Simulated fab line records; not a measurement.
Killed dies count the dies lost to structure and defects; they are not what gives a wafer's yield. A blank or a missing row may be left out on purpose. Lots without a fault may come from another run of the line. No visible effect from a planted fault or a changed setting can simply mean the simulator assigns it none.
Matching of chambers | flow sky130 | SKY_PASSIVATION_CVD_02 on pecvd-02: 3 sister chambers
The step deposits Si3N4, target thk 540 nm. 3 wafers are shown with their chamber, then 7 later ones without.

## EACH WAFER AND ITS CHAMBER
wafer  | chamber | heater power w (W)
L311.6 | 1       | 628
L316.1 | 0       | 745
L316.3 | 2       | 924

## WAFERS WITHOUT THEIR CHAMBER
wafer  | heater power w (W)
L316.4 | 569
L317.3 | 878
L317.5 | 761
L317.6 | 724
L320.2 | 732
L320.5 | 643
L320.6 | 747

## EACH ONE'S CHAMBER
wafer  | from the rows above | in truth
L316.4 | 1                   | 1
L317.3 | 2                   | 2
L317.5 | 0                   | 0
L317.6 | 0                   | 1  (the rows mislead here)
L320.2 | 0                   | 0
L320.5 | 1                   | 1
L320.6 | 0                   | 0
Correct placement for 6 of the 7. Left unplaced by these rows: 0. 1 placed wrongly.
How it was worked out, from the rows above alone: a wafer's distance from a chamber is the root of the sum, over the readings, of the square of ((its reading less the chamber's mean) divided by the reading's scatter). If the next closest chamber is less than 2 further off than the closest, the wafer can't be placed; otherwise it belongs to the closest. The mean given for a chamber averages the wafers shown for that chamber. The scatter (one wafer shown for each chamber): square how far every hidden wafer sits from the nearest shown wafer, average those squares and take the square root.
